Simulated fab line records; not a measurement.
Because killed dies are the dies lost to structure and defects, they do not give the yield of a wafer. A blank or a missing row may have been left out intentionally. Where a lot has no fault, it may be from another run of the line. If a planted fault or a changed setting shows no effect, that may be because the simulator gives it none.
Which tool did it?	flow sky130	12 lots, 36 wafers sampled, at 5 steps of a route of 708

## WHAT THE GAUGES SHOWED, per wafer
The record holds no reading of a measuring or inspecting step that can be judged against a usual standard deviation.

## WHICH TOOL RAN EACH LOT (tool, then ch and the chambers of the sampled wafers, then the start)
lot	SKY_VIA2_SOFTBAKE_08	SKY_VIA2_STRIP_16	SKY_CAPM_SPUTTER_02	SKY_VIA3_SPUTTER_20	SKY_PAD_OPEN_PROBE_99
L888	litho track-03 ch 0, day 35 15:00	plasma asher-02 ch 0,1, day 36 04:32	pvd sputter-04, day 36 06:02	pvd sputter-01, day 39 15:07	-
L889	litho track-03 ch 0, day 36 05:00	plasma asher-02 ch 0,1, day 36 19:47	pvd sputter-02, day 36 21:18	pvd sputter-01, day 40 03:34	-
L890	litho track-01 ch 0, day 36 12:00	plasma asher-03 ch 1, day 37 01:41	pvd sputter-04, day 37 03:14	pvd sputter-02, day 40 11:17	-
L891	litho track-04 ch 0, day 37 12:00	plasma asher-03 ch 0,1, day 38 01:59	pvd sputter-03, day 38 03:37	pvd sputter-01, day 41 08:27	-
L892	litho track-03 ch 0, day 37 13:00	plasma asher-02 ch 0,1, day 38 03:25	pvd sputter-03, day 38 05:04	pvd sputter-01, day 41 11:21	-
L896	litho track-03 ch 0, day 38 08:00	plasma asher-02 ch 0,1, day 38 21:17	pvd sputter-03, day 38 22:51	pvd sputter-02, day 42 04:01	-
L897	litho track-01 ch 0, day 38 16:00	plasma asher-03 ch 0, day 39 05:50	pvd sputter-03, day 39 07:20	pvd sputter-02, day 42 11:44	-
L904	litho track-01 ch 0, day 40 18:00	plasma asher-03 ch 0,1, day 41 07:32	pvd sputter-03, day 41 09:02	pvd sputter-02, day 44 08:25	prober-01, day 49 15:55
L906	litho track-04 ch 0, day 41 03:00	plasma asher-01 ch 0,1, day 41 15:53	pvd sputter-03, day 41 17:25	pvd sputter-02, day 44 17:47	-
L905	litho track-01 ch 0, day 41 04:00	plasma asher-02 ch 0,1, day 41 17:15	pvd sputter-03, day 41 18:45	pvd sputter-01, day 44 19:12	-
L907	litho track-03 ch 0, day 41 07:00	plasma asher-01 ch 0,1, day 41 19:30	pvd sputter-03, day 41 21:22	pvd sputter-03, day 44 22:04	-
L911	litho track-03 ch 0, day 42 22:00	plasma asher-02 ch 0,1, day 43 11:24	pvd sputter-03, day 43 12:56	pvd sputter-03, day 46 08:58	-
- SKY_VIA2_SOFTBAKE_08: time 90 s.
- SKY_VIA2_STRIP_16: strips in O2/N2.
- SKY_CAPM_SPUTTER_02: material TiN, target thk 200 nm, time 166.7 s.
- SKY_VIA3_SPUTTER_20: material TiN, target thk 20 nm, time 80 s.
- SKY_PAD_OPEN_PROBE_99

## WHAT THE TOOLS THEMSELVES READ (means of the sampled wafers that have a number; where no wafer has one, the mark that the record gives instead)
SKY_VIA2_SOFTBAKE_08.
lot	tool	heater power total W (W)	run length s (s)
L888	litho track-03	57.35	118.89
L889	litho track-03	57.48	118.89
L890	litho track-01	57.29	119.21
L891	litho track-04	57.37	119.13
L892	litho track-03	57.39	118.94
L896	litho track-03	57.36	119.01
L897	litho track-01	57.36	119.46
L904	litho track-01	59.54	108.99
L906	litho track-04	57.30	119.14
L905	litho track-01	59.62	108.86
L907	litho track-03	57.39	118.84
L911	litho track-03	57.39	118.94

SKY_VIA2_STRIP_16.
lot	tool	drypump motor current A (A)	oes product au (a.u.)	strip time to endpoint s (s)
L888	plasma asher-02	5.8	0.398	4.027
L889	plasma asher-02	5.8	0.401	4.056
L890	plasma asher-03	5.3	0.406	4.051
L891	plasma asher-03	5.4	0.399	4.026
L892	plasma asher-02	5.8	0.394	4.070
L896	plasma asher-02	5.8	0.398	4.052
L897	plasma asher-03	5.5	0.392	4.018
L904	plasma asher-03	5.4	0.401	4.054
L906	plasma asher-01	5.0	0.404	4.043
L905	plasma asher-02	5.8	0.397	4.040
L907	plasma asher-01	5.0	0.400	4.072
L911	plasma asher-02	5.8	0.404	4.063

SKY_CAPM_SPUTTER_02.
lot	tool	chamber pressure pa (Pa)	throttle valve pct (%)
L888	pvd sputter-04	0.3993	29.1
L889	pvd sputter-02	0.4008	31.5
L890	pvd sputter-04	0.4001	29.6
L891	pvd sputter-03	0.3991	30.0
L892	pvd sputter-03	0.4006	30.3
L896	pvd sputter-03	0.4000	30.0
L897	pvd sputter-03	0.3998	30.2
L904	pvd sputter-03	0.3998	30.0
L906	pvd sputter-03	0.4006	29.6
L905	pvd sputter-03	0.3998	29.9
L907	pvd sputter-03	0.4002	30.2
L911	pvd sputter-03	0.4003	30.1

SKY_VIA3_SPUTTER_20.
lot	tool	chamber pressure pa (Pa)	throttle valve pct (%)
L888	pvd sputter-01	5.019	30.6
L889	pvd sputter-01	4.990	30.6
L890	pvd sputter-02	5.009	31.5
L891	pvd sputter-01	4.999	30.5
L892	pvd sputter-01	4.997	30.0
L896	pvd sputter-02	4.989	31.2
L897	pvd sputter-02	5.000	30.9
L904	pvd sputter-02	4.998	31.5
L906	pvd sputter-02	5.005	30.9
L905	pvd sputter-01	4.988	29.7
L907	pvd sputter-03	5.005	29.9
L911	pvd sputter-03	5.010	30.3

SKY_PAD_OPEN_PROBE_99.
lot	tool	defect limited yield (%)	killed_at_M0_to_M3	killed_at_M4_up	killed at contacts	killed at front end	killed at other	killed dies	killed open	killed short	sort_bin_3_pad_short (%)	sort_bin_5_function (%)	sort_bin_6_memory (%)	sort n pass	sort yield pct (%)
L904	prober-01	81.3	48	3.0	21	20	0.0	92	43	49	0.8	10.4	7.5	400	81.3

## THE ANSWER, worked out from the rows above alone
Rule: the usual values come from the lots themselves. The widest of any qualifying gaps counts: lots, ordered by their means at a reading, are off when they make up no more than a third of the lots, leave a main group of 4 or more, and stand apart from it by 3 or more times the standard deviation of that group's means. The tables above print the reading to a certain number of digits; a main group whose means all agree to those digits is not used. Also off: a lot with no number at a reading for which 4 or more lots have one. Where the step has rows for the other lots, those lots are counted as sound. After the gauges, taken in route order, come the tools' own readings; for these a lot's mean is taken, as printed above. The first step at which some lot is off is used, and at that step the reading that is off furthest; a lot without a number counts as furthest.
Off at SKY_VIA2_SOFTBAKE_08 (run length s): L904, L905. Main group: mean 119.05 s, sd 0.18.
If a tool, at that step or one of the process steps before it, ran each lot that is off and ran no sound lot following the first of them, it fits. One fits: SKY_VIA2_SOFTBAKE_08 on litho track-01. A fault onset in the window from L897 (day 38 16:00, its last sound lot) to L904 (day 40 18:00, its first lot off) fits.
The tool's own readings at SKY_VIA2_SOFTBAKE_08 bear it out: on the lots that are off they differ by more than 5 times the standard deviation of the sound lots' means. heater power total W reads 59.58 W there against 57.37 W on the sound lots; run length s reads 108.92 s there against 119.05 s on the sound lots.

## WHAT HAD BEEN PUT IN BY THE SIMULATOR
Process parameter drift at SKY_VIA2_SOFTBAKE_08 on litho track-01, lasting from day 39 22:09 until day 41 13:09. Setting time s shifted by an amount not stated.
Struck lots among those shown: L904, L905. Same finding as the rule above.
